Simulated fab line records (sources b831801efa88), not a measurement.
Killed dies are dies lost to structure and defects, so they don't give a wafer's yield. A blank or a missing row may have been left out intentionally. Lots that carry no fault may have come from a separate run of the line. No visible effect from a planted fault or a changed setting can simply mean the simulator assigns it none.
A sampling plan put to the test	flow gf180mcu	55 faults told of in these records, all on one fab line, each judged by the records of the lots it struck
The plan consists of the line's own looks: route steps at which the wafer is read by a gauge or an inspection but not changed. Where struck wafers have a number at a look and the file lists that look's usual mean and standard deviation on fault-free wafers, the look can be judged. Caught: at a look after the fault's first step, the mean of the struck wafers lies 4 or more of those standard deviations (sigma) from the usual mean. On the tool: the test repeated on the tool's own readings taken at the fault's steps. It also counts as caught if the struck wafers ran another recipe or if their record alone is blank.

== THE FAULTS, as the simulator had put them in ==
1. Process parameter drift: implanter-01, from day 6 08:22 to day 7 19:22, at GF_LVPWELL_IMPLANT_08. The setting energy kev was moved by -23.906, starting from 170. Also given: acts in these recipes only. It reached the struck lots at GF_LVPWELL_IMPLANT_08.
2. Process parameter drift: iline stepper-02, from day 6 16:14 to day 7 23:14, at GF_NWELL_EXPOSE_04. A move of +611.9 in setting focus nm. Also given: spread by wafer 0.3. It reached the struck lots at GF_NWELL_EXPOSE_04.
3. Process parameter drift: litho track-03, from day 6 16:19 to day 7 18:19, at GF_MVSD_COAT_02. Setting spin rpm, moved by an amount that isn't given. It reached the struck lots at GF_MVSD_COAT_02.
4. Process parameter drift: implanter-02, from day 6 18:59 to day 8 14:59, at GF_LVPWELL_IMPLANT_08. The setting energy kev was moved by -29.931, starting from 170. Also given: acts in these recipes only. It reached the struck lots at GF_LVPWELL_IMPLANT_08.
5. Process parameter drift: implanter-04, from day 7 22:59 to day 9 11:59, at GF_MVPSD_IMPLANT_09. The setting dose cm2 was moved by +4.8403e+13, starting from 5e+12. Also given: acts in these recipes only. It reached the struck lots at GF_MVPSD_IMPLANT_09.
6. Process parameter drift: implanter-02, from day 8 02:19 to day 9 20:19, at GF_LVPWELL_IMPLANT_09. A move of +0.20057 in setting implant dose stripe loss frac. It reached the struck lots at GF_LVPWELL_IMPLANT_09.
7. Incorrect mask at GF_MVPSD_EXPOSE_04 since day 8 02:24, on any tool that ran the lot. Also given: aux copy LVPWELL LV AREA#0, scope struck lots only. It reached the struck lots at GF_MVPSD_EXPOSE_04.
8. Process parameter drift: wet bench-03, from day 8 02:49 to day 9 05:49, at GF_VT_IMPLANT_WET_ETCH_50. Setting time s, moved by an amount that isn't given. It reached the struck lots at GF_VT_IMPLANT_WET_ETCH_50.
9. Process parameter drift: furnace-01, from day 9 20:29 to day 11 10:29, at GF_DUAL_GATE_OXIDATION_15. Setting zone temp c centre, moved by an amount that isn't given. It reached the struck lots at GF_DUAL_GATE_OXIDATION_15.
10. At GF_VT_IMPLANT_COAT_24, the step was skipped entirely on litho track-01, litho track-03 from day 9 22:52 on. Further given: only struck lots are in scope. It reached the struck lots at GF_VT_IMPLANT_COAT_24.
11. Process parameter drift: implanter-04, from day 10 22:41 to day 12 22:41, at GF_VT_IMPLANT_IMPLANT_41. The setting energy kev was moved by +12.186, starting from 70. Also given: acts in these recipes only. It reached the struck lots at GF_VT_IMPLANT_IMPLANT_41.
12. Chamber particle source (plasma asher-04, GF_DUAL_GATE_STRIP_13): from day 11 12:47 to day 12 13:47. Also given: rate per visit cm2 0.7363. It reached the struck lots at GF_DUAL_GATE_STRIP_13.
13. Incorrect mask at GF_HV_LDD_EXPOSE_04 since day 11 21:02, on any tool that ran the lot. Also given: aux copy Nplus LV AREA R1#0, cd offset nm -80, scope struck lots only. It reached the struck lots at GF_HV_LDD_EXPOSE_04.
14. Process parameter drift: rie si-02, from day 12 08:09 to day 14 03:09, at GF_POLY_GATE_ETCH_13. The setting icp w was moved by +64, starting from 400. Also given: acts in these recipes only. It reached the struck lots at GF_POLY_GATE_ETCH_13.
15. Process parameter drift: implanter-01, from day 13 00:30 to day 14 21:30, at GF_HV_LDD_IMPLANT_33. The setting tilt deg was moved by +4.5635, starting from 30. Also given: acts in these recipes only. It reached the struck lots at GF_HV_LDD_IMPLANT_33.
16. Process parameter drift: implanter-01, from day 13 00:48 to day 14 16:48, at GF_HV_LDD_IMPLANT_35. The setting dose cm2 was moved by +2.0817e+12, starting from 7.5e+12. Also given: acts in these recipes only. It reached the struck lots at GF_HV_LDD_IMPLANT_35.
17. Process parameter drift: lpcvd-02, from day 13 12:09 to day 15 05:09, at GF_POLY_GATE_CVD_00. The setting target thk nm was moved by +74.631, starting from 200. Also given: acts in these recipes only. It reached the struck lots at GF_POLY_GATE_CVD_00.
18. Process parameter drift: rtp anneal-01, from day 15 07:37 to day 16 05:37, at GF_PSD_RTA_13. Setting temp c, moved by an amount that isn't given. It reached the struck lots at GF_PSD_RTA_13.
19. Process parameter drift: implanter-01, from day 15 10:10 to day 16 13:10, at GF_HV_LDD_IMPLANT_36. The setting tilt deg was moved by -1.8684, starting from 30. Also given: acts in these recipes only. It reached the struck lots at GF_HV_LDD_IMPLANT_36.
20. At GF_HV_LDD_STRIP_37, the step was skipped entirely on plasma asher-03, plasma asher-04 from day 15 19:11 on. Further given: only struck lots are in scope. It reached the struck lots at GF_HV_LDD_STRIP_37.
21. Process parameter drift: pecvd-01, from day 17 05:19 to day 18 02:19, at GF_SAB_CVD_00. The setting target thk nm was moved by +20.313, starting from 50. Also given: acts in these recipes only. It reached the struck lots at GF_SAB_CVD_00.
22. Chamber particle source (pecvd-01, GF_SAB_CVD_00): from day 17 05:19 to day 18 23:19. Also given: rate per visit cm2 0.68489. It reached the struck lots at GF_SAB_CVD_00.
23. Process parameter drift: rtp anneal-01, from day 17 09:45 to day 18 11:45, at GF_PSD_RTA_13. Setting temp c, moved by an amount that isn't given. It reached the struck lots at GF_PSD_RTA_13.
24. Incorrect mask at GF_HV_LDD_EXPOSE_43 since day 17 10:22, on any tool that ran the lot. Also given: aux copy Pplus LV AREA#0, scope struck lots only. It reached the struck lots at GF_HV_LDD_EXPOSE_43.
25. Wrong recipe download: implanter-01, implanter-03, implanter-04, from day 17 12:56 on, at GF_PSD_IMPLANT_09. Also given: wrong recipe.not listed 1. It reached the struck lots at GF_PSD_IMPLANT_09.
26. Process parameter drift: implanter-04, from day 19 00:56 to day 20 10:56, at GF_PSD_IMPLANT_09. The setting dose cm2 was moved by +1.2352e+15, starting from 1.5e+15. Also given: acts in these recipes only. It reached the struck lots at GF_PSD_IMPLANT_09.
27. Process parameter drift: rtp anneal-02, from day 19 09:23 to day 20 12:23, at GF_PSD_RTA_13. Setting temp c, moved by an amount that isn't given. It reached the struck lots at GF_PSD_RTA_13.
28. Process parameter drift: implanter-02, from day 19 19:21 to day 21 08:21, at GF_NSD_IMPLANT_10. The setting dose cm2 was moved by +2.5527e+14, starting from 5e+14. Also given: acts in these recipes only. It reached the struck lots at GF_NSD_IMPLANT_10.
29. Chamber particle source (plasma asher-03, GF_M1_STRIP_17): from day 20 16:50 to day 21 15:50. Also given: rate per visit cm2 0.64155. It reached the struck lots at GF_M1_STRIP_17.
30. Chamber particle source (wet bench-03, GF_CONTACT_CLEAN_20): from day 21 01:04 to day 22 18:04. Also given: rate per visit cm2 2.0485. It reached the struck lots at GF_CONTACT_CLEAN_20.
31. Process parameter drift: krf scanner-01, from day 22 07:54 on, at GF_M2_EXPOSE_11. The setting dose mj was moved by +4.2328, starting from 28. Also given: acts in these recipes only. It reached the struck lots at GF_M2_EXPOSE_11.
32. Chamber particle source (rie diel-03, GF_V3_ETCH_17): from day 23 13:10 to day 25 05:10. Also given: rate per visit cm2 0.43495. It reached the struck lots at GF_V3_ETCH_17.
33. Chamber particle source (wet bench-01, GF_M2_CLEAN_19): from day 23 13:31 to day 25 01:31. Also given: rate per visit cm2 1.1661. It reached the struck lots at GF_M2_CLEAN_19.
34. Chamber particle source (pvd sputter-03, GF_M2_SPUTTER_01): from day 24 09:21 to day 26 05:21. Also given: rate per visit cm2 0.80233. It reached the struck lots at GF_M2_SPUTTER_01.
35. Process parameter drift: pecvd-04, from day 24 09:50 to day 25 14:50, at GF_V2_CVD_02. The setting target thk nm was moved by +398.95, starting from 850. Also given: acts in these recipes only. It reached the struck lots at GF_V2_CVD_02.
36. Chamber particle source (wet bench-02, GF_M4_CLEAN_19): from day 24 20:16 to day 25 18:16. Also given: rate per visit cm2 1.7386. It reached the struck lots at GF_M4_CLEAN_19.
37. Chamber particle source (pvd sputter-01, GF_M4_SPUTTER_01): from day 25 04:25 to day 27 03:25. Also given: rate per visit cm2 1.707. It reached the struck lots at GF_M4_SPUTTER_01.
38. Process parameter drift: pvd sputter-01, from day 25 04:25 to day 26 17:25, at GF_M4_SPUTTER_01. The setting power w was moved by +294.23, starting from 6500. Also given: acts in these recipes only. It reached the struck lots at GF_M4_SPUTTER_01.
39. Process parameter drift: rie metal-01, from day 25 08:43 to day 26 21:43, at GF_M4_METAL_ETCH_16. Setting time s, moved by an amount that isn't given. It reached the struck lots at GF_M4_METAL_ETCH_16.
40. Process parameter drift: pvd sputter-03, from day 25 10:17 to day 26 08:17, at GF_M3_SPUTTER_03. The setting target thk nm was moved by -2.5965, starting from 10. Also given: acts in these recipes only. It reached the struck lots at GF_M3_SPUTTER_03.
41. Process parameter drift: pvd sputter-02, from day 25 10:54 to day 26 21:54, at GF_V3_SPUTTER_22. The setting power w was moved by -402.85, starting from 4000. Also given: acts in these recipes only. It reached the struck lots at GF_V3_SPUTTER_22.
42. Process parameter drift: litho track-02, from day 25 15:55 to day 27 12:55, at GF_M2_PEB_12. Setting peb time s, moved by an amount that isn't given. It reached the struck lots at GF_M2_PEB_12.
43. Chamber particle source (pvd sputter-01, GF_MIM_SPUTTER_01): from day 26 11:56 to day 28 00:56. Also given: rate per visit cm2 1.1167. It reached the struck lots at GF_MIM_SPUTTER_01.
44. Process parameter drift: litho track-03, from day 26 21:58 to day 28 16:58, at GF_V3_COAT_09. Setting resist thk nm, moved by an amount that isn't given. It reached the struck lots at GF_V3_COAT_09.
45. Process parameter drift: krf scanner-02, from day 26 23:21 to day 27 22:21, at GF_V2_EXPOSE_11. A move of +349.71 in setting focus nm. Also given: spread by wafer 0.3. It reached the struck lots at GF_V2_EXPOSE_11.
46. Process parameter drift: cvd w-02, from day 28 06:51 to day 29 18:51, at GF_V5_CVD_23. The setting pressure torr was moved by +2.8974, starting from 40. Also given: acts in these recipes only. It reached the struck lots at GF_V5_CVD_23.
47. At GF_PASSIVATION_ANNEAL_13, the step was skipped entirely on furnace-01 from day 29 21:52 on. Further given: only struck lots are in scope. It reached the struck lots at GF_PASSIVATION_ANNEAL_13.
48. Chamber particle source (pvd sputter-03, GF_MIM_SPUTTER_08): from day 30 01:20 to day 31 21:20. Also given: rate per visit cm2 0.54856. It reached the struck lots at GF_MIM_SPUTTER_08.
49. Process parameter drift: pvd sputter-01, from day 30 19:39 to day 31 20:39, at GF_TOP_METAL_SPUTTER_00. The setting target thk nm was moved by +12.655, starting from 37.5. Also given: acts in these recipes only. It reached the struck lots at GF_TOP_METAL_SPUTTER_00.
50. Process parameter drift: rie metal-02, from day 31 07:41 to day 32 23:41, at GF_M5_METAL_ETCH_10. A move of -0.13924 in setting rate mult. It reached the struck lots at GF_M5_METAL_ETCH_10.
51. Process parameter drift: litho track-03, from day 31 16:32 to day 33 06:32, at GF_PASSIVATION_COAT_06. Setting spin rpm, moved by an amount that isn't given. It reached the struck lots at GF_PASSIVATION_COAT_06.
52. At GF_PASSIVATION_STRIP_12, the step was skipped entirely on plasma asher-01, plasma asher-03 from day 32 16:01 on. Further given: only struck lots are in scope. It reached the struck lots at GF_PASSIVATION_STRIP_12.
53. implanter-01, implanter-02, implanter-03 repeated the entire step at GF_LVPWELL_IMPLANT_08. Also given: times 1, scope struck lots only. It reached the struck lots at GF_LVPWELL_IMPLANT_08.
54. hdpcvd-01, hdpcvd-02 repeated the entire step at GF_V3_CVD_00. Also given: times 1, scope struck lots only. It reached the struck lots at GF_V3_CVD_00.
55. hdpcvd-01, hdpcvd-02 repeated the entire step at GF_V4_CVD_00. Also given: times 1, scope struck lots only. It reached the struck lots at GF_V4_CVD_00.

== WHAT THE PLAN SAW ==
fault	on the tool itself	first look that catches it	reading, sigma	median hours from its first step to that look	hours from the fault's start to the first struck lot there	judged looks passed uncaught
1	beam energy keV -99 or beyond sigma	GF_VT_IMPLANT_RS_MEAS_48	LVPWELL_RS +11	104.1	112	0
2	under 2 sigma	none of the 5 looks that can be judged after it	-	-	-	5
3	spin speed rpm +99 or beyond sigma	no look after it can be judged	-	-	-	0
4	beam energy keV -99 or beyond sigma	GF_VT_IMPLANT_RS_MEAS_48	LVPWELL_RS +15	106.0	120	0
5	dose ions cm2 +99 or beyond sigma	GF_MVPSD_TW_MEAS_11	MVPSD_TW +43	0.2	4	0
6	under 2 sigma	GF_VT_IMPLANT_RS_MEAS_48	LVPWELL_RS +7.9	113.8	124	0
7	no reading that can be judged	GF_MVPSD_TW_MEAS_11	MVPSD_TW -99 or beyond	8.5	12	0
8	run length s -79 sigma	no look after it can be judged	-	-	-	0
9	spike tc centre C -30 sigma	no look after it can be judged	-	-	-	0
10	the tool's record is blank for the struck wafers	no look after it can be judged	-	-	-	0
11	beam energy keV +99 or beyond sigma	GF_VT_IMPLANT_TW_MEAS_43	VT_IMPLANT_4_TW +4.7	0.2	7	0
12	under 2 sigma	no look after it can be judged	-	-	-	0
13	no reading that can be judged	GF_HV_LDD_CD_MEAS_07	cd nm -37	9.6	16	0
14	rf fwd power W +35 sigma	no look after it can be judged	-	-	-	0
15	tilt deg +99 or beyond sigma	no look after it can be judged	-	-	-	0
16	dose ions cm2 +99 or beyond sigma	GF_HV_LDD_RS_MEAS_53	HV_LDD_RS -6.3	21.3	37	1
17	under 2 sigma	GF_POLY_GATE_THK_MEAS_01	POLY_GATE_CVD_00_THK +36	1.3	4	0
18	wafer_temp_C_max -33 sigma	GF_PSD_RS_MEAS_14	NSD_RS +36	0.1	5	0
19	tilt deg -84 sigma	no look after it can be judged	-	-	-	0
20	the tool's record is blank for the struck wafers	GF_HV_LDD_TW_MEAS_50	HV_LDD_4_TW -99 or beyond	23.0	25	0
21	under 2 sigma	GF_SAB_THK_MEAS_01	SAB_CVD_00_THK +25	0.0	4	0
22	under 2 sigma	not the one look that can be judged after it	-	-	-	1
23	wafer_temp_C_max +47 sigma	GF_PSD_RS_MEAS_14	NSD_RS -59	0.1	8	0
24	under 2 sigma	GF_HV_LDD_TW_MEAS_50	HV_LDD_4_TW -99 or beyond	11.4	16	0
25	under 2 sigma	GF_PSD_TW_MEAS_11	PSD_TW -34	0.2	5	0
26	dose ions cm2 +99 or beyond sigma	GF_PSD_TW_MEAS_11	PSD_TW +12	0.2	4	0
27	wafer_temp_C_max +26 sigma	GF_PSD_RS_MEAS_14	NSD_RS -34	0.1	4	0
28	dose ions cm2 +99 or beyond sigma	GF_PSD_RS_MEAS_14	NSD_RS -29	25.1	30	0
29	under 2 sigma	not the one look that can be judged after it	-	-	-	1
30	no reading that can be judged	none of the 2 looks that can be judged after it	-	-	-	2
31	exposure dose mJ cm2 +99 or beyond sigma	GF_M2_CD_MEAS_14	cd nm -17	11.0	17	0
32	under 2 sigma	no look after it can be judged	-	-	-	0
33	no reading that can be judged	no look after it can be judged	-	-	-	0
34	under 2 sigma	not the one look that can be judged after it	-	-	-	1
35	under 2 sigma	GF_V2_THK_MEAS_03	V2_CVD_02_THK +28	0.1	8	0
36	no reading that can be judged	none of the 7 looks that can be judged after it	-	-	-	7
37	under 2 sigma	no look after it can be judged	-	-	-	0
38	cathode dc power W +99 or beyond sigma	no look after it can be judged	-	-	-	0
39	run length s -11 sigma	no look after it can be judged	-	-	-	0
40	under 2 sigma	no look after it can be judged	-	-	-	0
41	cathode dc power W -99 or beyond sigma	no look after it can be judged	-	-	-	0
42	no reading that can be judged	none of the 2 looks that can be judged after it	strongest: cd nm at GF_M2_CD_MEAS_14, -3.7	-	-	2
43	under 2 sigma	none of the 2 looks that can be judged after it	-	-	-	2
44	no reading that can be judged	not the one look that can be judged after it	-	-	-	1
45	exposure dose mJ cm2 -7.9 sigma	GF_V2_CD_MEAS_14	cd nm +10	10.0	24	0
46	chamber pressure Torr +33 sigma	not the one look that can be judged after it	strongest: V5_W_RS at GF_V5_RS_MEAS_24, -3.1	-	-	1
47	the tool's record is blank for the struck wafers	GF_PASSIVATION_BOW_MEAS_14	PASSIVATION_BOW +7.9	1.5	2	0
48	under 2 sigma	no look after it can be judged	-	-	-	0
49	under 2 sigma	no look after it can be judged	-	-	-	0
50	oes product au -10 sigma	no look after it can be judged	-	-	-	0
51	spin speed rpm +69 sigma	no look after it can be judged	-	-	-	0
52	the tool's record is blank for the struck wafers	no look after it can be judged	-	-	-	0
53	no reading that can be judged	GF_LVPWELL_TW_MEAS_11	LVPWELL_TW +21	0.7	-	0
54	under 2 sigma	GF_V3_THK_MEAS_01	V3_CVD_00_THK +77	0.3	-	0
55	no reading that can be judged	GF_V4_THK_MEAS_01	V4_CVD_00_THK +77	0.3	-	0
Dash: fault not caught, or number not given in these records.

Caught at a look: 25 of 55. Caught on the tool: 28 of 55. By one or the other: 39 of 55.
Caught on the tool alone: faults 3, 8, 9, 10, 14, 15, 19, 38, 39, 41, 46, 50, 51, 52.
Caught at a look alone: faults 6, 7, 13, 17, 21, 24, 25, 35, 53, 54, 55.
Caught by neither: faults 2, 12, 22, 29, 30, 32, 33, 34, 36, 37, 40, 42, 43, 44, 48, 49.

== THINNER SAMPLING ==
Were the look that catches a fault to measure just every second or every third lot (counted by lot number), the first struck lot would, at worst, be measured this late:
fault	struck lots at that look, in order of time	every lot	every second lot	every third lot
1	L360, L361, L362	112 h	118 h	126 h
4	L629, L630	120 h	127 h	may miss all 2
5	L102, L106	4 h	may miss all 2	may miss all 2
6	L360, L363	124 h	143 h	may miss all 2
7	L711	12 h	may miss it	may miss it
11	L491, L492	7 h	15 h	may miss all 2
13	L299	16 h	may miss it	may miss it
16	L448, L449	37 h	49 h	may miss all 2
17	L126, L127	4 h	11 h	may miss all 2
18	L314, L315	5 h	15 h	may miss all 2
20	L779, L780, L781	25 h	32 h	40 h
21	L407, L409	4 h	may miss all 2	may miss all 2
23	L652, L653	8 h	16 h	may miss all 2
24	L755	16 h	may miss it	may miss it
25	L552, L553, L554	5 h	13 h	27 h
26	L302, L303	4 h	13 h	may miss all 2
27	L117, L118	4 h	12 h	may miss all 2
28	L927, L928	30 h	38 h	may miss all 2
31	L264, L265	17 h	23 h	may miss all 2
35	L526, L527, L528	8 h	14 h	24 h
45	L900	24 h	may miss it	may miss it
47	L975, L976	2 h	5 h	may miss all 2
Hours count from the start of the fault until the first struck lot that is measured. Since the struck wafers were tested as one group against 4 sigma, a single lot by itself may lie under the limit. Other struck lots may not be in these records.

== THE LONGEST TIMED WAY FROM STEP TO LOOK ==
For fault 6, GF_LVPWELL_IMPLANT_09 and GF_VT_IMPLANT_RS_MEAS_48 are separated by a median of 113.8 hours. No look between them can be judged.
